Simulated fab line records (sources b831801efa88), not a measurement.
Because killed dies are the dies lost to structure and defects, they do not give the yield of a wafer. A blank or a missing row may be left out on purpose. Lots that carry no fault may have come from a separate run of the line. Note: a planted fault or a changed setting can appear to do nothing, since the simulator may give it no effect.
What tool caused it? / flow sky130 / Sampling: 11 lots, 32 wafers, 5 of 708 route steps

WHAT EACH GAUGE READ, for each wafer
SKY_VIA1_OVL_MEAS_13. Usual: VIA1_OVL 6 nm, standard deviation 4.5.
lot=L784; measured=day 34 16:29; on=overlay-02; VIA1_OVL (nm)=6 2 7; flag=
lot=L785; measured=day 34 20:18; on=overlay-02; VIA1_OVL (nm)=2 2 0; flag=
lot=L791; measured=day 36 15:31; on=overlay-01; VIA1_OVL (nm)=12 12 15; flag=
lot=L793; measured=day 37 16:17; on=overlay-02; VIA1_OVL (nm)=6 4 9; flag=
lot=L794; measured=day 37 17:33; on=overlay-02; VIA1_OVL (nm)=14 8 11; flag=
lot=L795; measured=day 38 00:25; on=overlay-01; VIA1_OVL (nm)=3 4; flag=
lot=L799; measured=day 38 23:21; on=overlay-02; VIA1_OVL (nm)=3 5 3; flag=
lot=L800; measured=day 39 05:58; on=overlay-02; VIA1_OVL (nm)=10 5 11; flag=
lot=L804; measured=day 40 07:31; on=overlay-01; VIA1_OVL (nm)=0 5 7; flag=
lot=L807; measured=day 41 09:43; on=overlay-02; VIA1_OVL (nm)=12 11 7; flag=
lot=L806; measured=day 41 13:25; on=overlay-02; VIA1_OVL (nm)=6 8 8; flag=

SKY_VIA2_THK_MEAS_01. Usual: VIA2_HDPCVD_THK 1179 nm, standard deviation 12.
lot=L784; measured=day 35 21:49; on=film_metro-04; VIA2_HDPCVD_THK (nm)=1181 1189 1176; flag=
lot=L785; measured=day 36 01:38; on=film_metro-02; VIA2_HDPCVD_THK (nm)=1185 1146 1202; flag=
lot=L791; measured=day 37 20:06; on=film_metro-04; VIA2_HDPCVD_THK (nm)=1181 1683 1180 1181 1682 1178; flag=OFF
lot=L793; measured=day 38 20:20; on=film_metro-02; VIA2_HDPCVD_THK (nm)=1170 1686 1188 1170 1686 1187; flag=OFF
lot=L794; measured=day 38 21:49; on=film_metro-01; VIA2_HDPCVD_THK (nm)=1682 1177 1192 1684 1177 1191; flag=OFF
lot=L795; measured=day 39 03:50; on=film_metro-01; VIA2_HDPCVD_THK (nm)=1158 1190; flag=
lot=L799; measured=day 40 02:50; on=film_metro-01; VIA2_HDPCVD_THK (nm)=1171 1174 1177; flag=
lot=L800; measured=day 40 09:25; on=film_metro-01; VIA2_HDPCVD_THK (nm)=1180 1179 1172; flag=
lot=L804; measured=day 41 10:07; on=film_metro-02; VIA2_HDPCVD_THK (nm)=1155 1177 1170; flag=
lot=L807; measured=day 42 12:22; on=film_metro-01; VIA2_HDPCVD_THK (nm)=1179 1194 1186; flag=
lot=L806; measured=day 42 16:38; on=film_metro-01; VIA2_HDPCVD_THK (nm)=1182 1196 1185; flag=

TOOL THAT RAN EACH LOT (tool first, then ch and the chambers of the sampled wafers, then the start)
lot=L784; SKY_VIA1_CMP_24=cmp-01 ch 1,2,3, day 34 17:38; SKY_METAL2_METAL_ETCH_19=rie_metal-03 ch 0,1, day 35 21:00; SKY_VIA2_HDPCVD_00=hdpcvd-02 ch 0,1,2, day 35 21:41
lot=L785; SKY_VIA1_CMP_24=cmp-01 ch 1,2, day 34 21:20; SKY_METAL2_METAL_ETCH_19=rie_metal-02 ch 0,1, day 36 00:49; SKY_VIA2_HDPCVD_00=hdpcvd-02 ch 0,1,2, day 36 01:31
lot=L791; SKY_VIA1_CMP_24=cmp-02 ch 0,2, day 36 16:39; SKY_METAL2_METAL_ETCH_19=rie_metal-03 ch 0,1, day 37 19:18; SKY_VIA2_HDPCVD_00=hdpcvd-02 ch 0,1,2, day 37 19:58
lot=L793; SKY_VIA1_CMP_24=cmp-02 ch 0,1,3, day 37 17:26; SKY_METAL2_METAL_ETCH_19=rie_metal-04 ch 0,1, day 38 19:31; SKY_VIA2_HDPCVD_00=hdpcvd-02 ch 0,1,2, day 38 20:13
lot=L794; SKY_VIA1_CMP_24=cmp-02 ch 0,1,2, day 37 18:36; SKY_METAL2_METAL_ETCH_19=rie_metal-02 ch 0,1, day 38 21:00; SKY_VIA2_HDPCVD_00=hdpcvd-02 ch 0,1,2, day 38 21:41
lot=L795; SKY_VIA1_CMP_24=cmp-01 ch 1, day 38 01:31; SKY_METAL2_METAL_ETCH_19=rie_metal-04 ch 0,1, day 39 02:58; SKY_VIA2_HDPCVD_00=hdpcvd-02 ch 1,2, day 39 03:41
lot=L799; SKY_VIA1_CMP_24=cmp-01 ch 1,3, day 39 00:43; SKY_METAL2_METAL_ETCH_19=rie_metal-03 ch 0,1, day 40 02:01; SKY_VIA2_HDPCVD_00=hdpcvd-01 ch 0,1, day 40 02:43
lot=L800; SKY_VIA1_CMP_24=cmp-02 ch 1,2, day 39 07:05; SKY_METAL2_METAL_ETCH_19=rie_metal-04 ch 0,1, day 40 08:36; SKY_VIA2_HDPCVD_00=hdpcvd-01 ch 1,2, day 40 09:17
lot=L804; SKY_VIA1_CMP_24=cmp-02 ch 1,2,3, day 40 08:41; SKY_METAL2_METAL_ETCH_19=rie_metal-02 ch 0,1, day 41 09:18; SKY_VIA2_HDPCVD_00=hdpcvd-02 ch 0,1,2, day 41 10:01
lot=L807; SKY_VIA1_CMP_24=cmp-02 ch 1,3, day 41 10:46; SKY_METAL2_METAL_ETCH_19=rie_metal-02 ch 0,1, day 42 11:29; SKY_VIA2_HDPCVD_00=hdpcvd-02 ch 0,1, day 42 12:14
lot=L806; SKY_VIA1_CMP_24=cmp-01 ch 1,2, day 41 14:29; SKY_METAL2_METAL_ETCH_19=rie_metal-04 ch 0,1, day 42 15:49; SKY_VIA2_HDPCVD_00=hdpcvd-02 ch 0,1,2, day 42 16:32
- SKY_VIA1_CMP_24: polishes, stops on SiO2, t overpolish 15 s, target thk 0 nm.
- SKY_METAL2_METAL_ETCH_19: etches the open film in Cl2/BCl3, stops on SiO2, target depth 360 nm, time 78 s.
- SKY_VIA2_HDPCVD_00: deposits SiO2, target thk 1180 nm, time 196.7 s.

WHAT THE TOOLS THEMSELVES READ (means of the sampled wafers that have a number; where no wafer has one, the mark that the record gives instead)
SKY_VIA1_CMP_24. Usual: motor_current_A 11.2 A, standard deviation 1.3; overpolish_run_s 14.998 s, standard deviation 0.0097; platen_rpm 60.00 rpm, standard deviation 0.04; time_to_endpoint_s 64 s, standard deviation 4.
lot=L784; tool=cmp-01; motor_current_A (A)=11.8; overpolish_run_s (s)=14.985; platen_rpm (rpm)=59.99; time_to_endpoint_s (s)=62; flag=
lot=L785; tool=cmp-01; motor_current_A (A)=12.8; overpolish_run_s (s)=14.993; platen_rpm (rpm)=60.01; time_to_endpoint_s (s)=65; flag=
lot=L791; tool=cmp-02; motor_current_A (A)=11.1; overpolish_run_s (s)=15.005; platen_rpm (rpm)=59.98; time_to_endpoint_s (s)=65; flag=
lot=L793; tool=cmp-02; motor_current_A (A)=11.2; overpolish_run_s (s)=14.994; platen_rpm (rpm)=60.01; time_to_endpoint_s (s)=66; flag=
lot=L794; tool=cmp-02; motor_current_A (A)=11.1; overpolish_run_s (s)=14.996; platen_rpm (rpm)=59.98; time_to_endpoint_s (s)=63; flag=
lot=L795; tool=cmp-01; motor_current_A (A)=11.1; overpolish_run_s (s)=14.992; platen_rpm (rpm)=59.96; time_to_endpoint_s (s)=62; flag=
lot=L799; tool=cmp-01; motor_current_A (A)=11.1; overpolish_run_s (s)=15.005; platen_rpm (rpm)=59.97; time_to_endpoint_s (s)=63; flag=
lot=L800; tool=cmp-02; motor_current_A (A)=10.5; overpolish_run_s (s)=14.998; platen_rpm (rpm)=59.98; time_to_endpoint_s (s)=71; flag=
lot=L804; tool=cmp-02; motor_current_A (A)=10.5; overpolish_run_s (s)=15.006; platen_rpm (rpm)=59.96; time_to_endpoint_s (s)=68; flag=
lot=L807; tool=cmp-02; motor_current_A (A)=10.4; overpolish_run_s (s)=15.002; platen_rpm (rpm)=59.99; time_to_endpoint_s (s)=70; flag=
lot=L806; tool=cmp-01; motor_current_A (A)=12.4; overpolish_run_s (s)=14.999; platen_rpm (rpm)=60.03; time_to_endpoint_s (s)=60; flag=

SKY_METAL2_METAL_ETCH_19. Usual: bias_w 48.52 W, standard deviation 0.15; drypump_motor_current_A 5.6 A, standard deviation 0.49; oes_product_au 0.856 a.u., standard deviation 0.0061; throttle_valve_pct 22.264 %, standard deviation 0.0095.
lot=L784; tool=rie_metal-03; bias_w (W)=48.42; drypump_motor_current_A (A)=5.8; oes_product_au (a.u.)=0.851; throttle_valve_pct (%)=22.265; flag=
lot=L785; tool=rie_metal-02; bias_w (W)=48.65; drypump_motor_current_A (A)=5.5; oes_product_au (a.u.)=0.853; throttle_valve_pct (%)=22.268; flag=
lot=L791; tool=rie_metal-03; bias_w (W)=48.45; drypump_motor_current_A (A)=5.9; oes_product_au (a.u.)=0.855; throttle_valve_pct (%)=22.257; flag=
lot=L793; tool=rie_metal-04; bias_w (W)=48.66; drypump_motor_current_A (A)=5.3; oes_product_au (a.u.)=0.863; throttle_valve_pct (%)=22.266; flag=
lot=L794; tool=rie_metal-02; bias_w (W)=48.43; drypump_motor_current_A (A)=5.5; oes_product_au (a.u.)=0.857; throttle_valve_pct (%)=22.255; flag=
lot=L795; tool=rie_metal-04; bias_w (W)=48.55; drypump_motor_current_A (A)=5.3; oes_product_au (a.u.)=0.864; throttle_valve_pct (%)=22.264; flag=
lot=L799; tool=rie_metal-03; bias_w (W)=48.55; drypump_motor_current_A (A)=5.8; oes_product_au (a.u.)=0.865; throttle_valve_pct (%)=22.247; flag=
lot=L800; tool=rie_metal-04; bias_w (W)=48.50; drypump_motor_current_A (A)=5.3; oes_product_au (a.u.)=0.852; throttle_valve_pct (%)=22.270; flag=
lot=L804; tool=rie_metal-02; bias_w (W)=48.60; drypump_motor_current_A (A)=6.0; oes_product_au (a.u.)=0.856; throttle_valve_pct (%)=22.268; flag=
lot=L807; tool=rie_metal-02; bias_w (W)=48.48; drypump_motor_current_A (A)=6.0; oes_product_au (a.u.)=0.862; throttle_valve_pct (%)=22.260; flag=
lot=L806; tool=rie_metal-04; bias_w (W)=48.56; drypump_motor_current_A (A)=5.3; oes_product_au (a.u.)=0.861; throttle_valve_pct (%)=22.262; flag=

SKY_VIA2_HDPCVD_00. Usual: run_length_s 224.4 s, standard deviation 0.47.
lot=L784; tool=hdpcvd-02; run_length_s (s)=224.3; flag=
lot=L785; tool=hdpcvd-02; run_length_s (s)=224.5; flag=
lot=L791; tool=hdpcvd-02; run_length_s (s)=251.6; flag=OFF
lot=L793; tool=hdpcvd-02; run_length_s (s)=251.8; flag=OFF
lot=L794; tool=hdpcvd-02; run_length_s (s)=251.8; flag=OFF
lot=L795; tool=hdpcvd-02; run_length_s (s)=224.6; flag=
lot=L799; tool=hdpcvd-01; run_length_s (s)=224.6; flag=
lot=L800; tool=hdpcvd-01; run_length_s (s)=223.9; flag=
lot=L804; tool=hdpcvd-02; run_length_s (s)=224.3; flag=
lot=L807; tool=hdpcvd-02; run_length_s (s)=224.2; flag=
lot=L806; tool=hdpcvd-02; run_length_s (s)=224.3; flag=

THE ANSWER, worked out from the rows above alone
Rule: lot off if the mean of its wafers having a number is beyond 3 standard deviations from the usual mean. A lot without any number at a reading at which 4 lots or more have one is off too. Any other lot the step has rows for is counted as sound. Order of review: gauges by route order, followed by the tools' own readings, for which a lot's mean as printed above is used. At the first step where some lot is off, the reading lying furthest off is the one used; lots without a number count as furthest.
Off: L791, L793, L794, at SKY_VIA2_THK_MEAS_01 (VIA2_HDPCVD_THK).
If a tool, at a process step before that reading, ran all the lots that are off and no sound lot after the first of them, it fits. Not tried: the gauges at SKY_VIA2_THK_MEAS_01; whatever is off there is also off at SKY_VIA2_HDPCVD_00, on other tools, and gauge error can't account for it. None of those tried fits.

WHAT THE SIMULATOR HAD INSERTED
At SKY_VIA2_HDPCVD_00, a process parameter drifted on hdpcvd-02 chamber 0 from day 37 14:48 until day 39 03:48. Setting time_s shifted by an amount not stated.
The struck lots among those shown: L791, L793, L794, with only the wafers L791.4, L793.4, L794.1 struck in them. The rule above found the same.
